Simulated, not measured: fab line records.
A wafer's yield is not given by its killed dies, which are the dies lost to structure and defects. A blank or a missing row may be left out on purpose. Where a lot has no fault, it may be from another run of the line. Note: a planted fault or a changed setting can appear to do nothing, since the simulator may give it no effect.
Matching of chambers | flow sfq_line | SFQ_TRILAYER_I3_VIA_BARC_OPEN_VIA_ETCH_121 on rie_diel-04 has 4 sister chambers
The step etches BARC in O2, target depth 125 nm, time 41.7 s. 4 wafers are shown with their chamber, then 7 later ones without.

WAFERS PAIRED WITH THEIR CHAMBERS
wafer  | chamber | drypump_motor_current_A (A)
L588.1 | 1       | 5.6
L588.4 | 3       | 5.8
L593.1 | 0       | 6.2
L593.3 | 2       | 6.7

WAFERS MISSING THEIR CHAMBER
wafer  | drypump_motor_current_A (A)
L593.5 | 6.2
L599.1 | 5.7
L599.3 | 6.7
L599.4 | 5.7
L604.3 | 6.2
L604.4 | 5.8
L604.6 | 5.7

CHAMBER TAKEN BY EACH
wafer  | from the rows above     | in truth
L593.5 | 0                       | 0
L599.1 | can't be placed: 3 or 1 | 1
L599.3 | 2                       | 2
L599.4 | can't be placed: 3 or 1 | 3
L604.3 | 0                       | 0
L604.4 | 3                       | 3
L604.6 | can't be placed: 3 or 1 | 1
Placed correctly: 4 of 7. These rows do not allow placing 3 (true chamber among the candidates in 3). Wrongly placed: 0.
How it was worked out, from the rows above alone: a wafer's distance from a chamber is the root of the sum, over the readings, of the square of ((its reading less the chamber's mean) divided by the reading's scatter). If the next closest chamber is less than 2 further off than the closest, the wafer can't be placed; otherwise it belongs to the closest. A chamber's mean is the mean of its shown wafers. The scatter: root of mean squared gap, hidden wafer to nearest shown wafer, with one shown wafer a chamber.
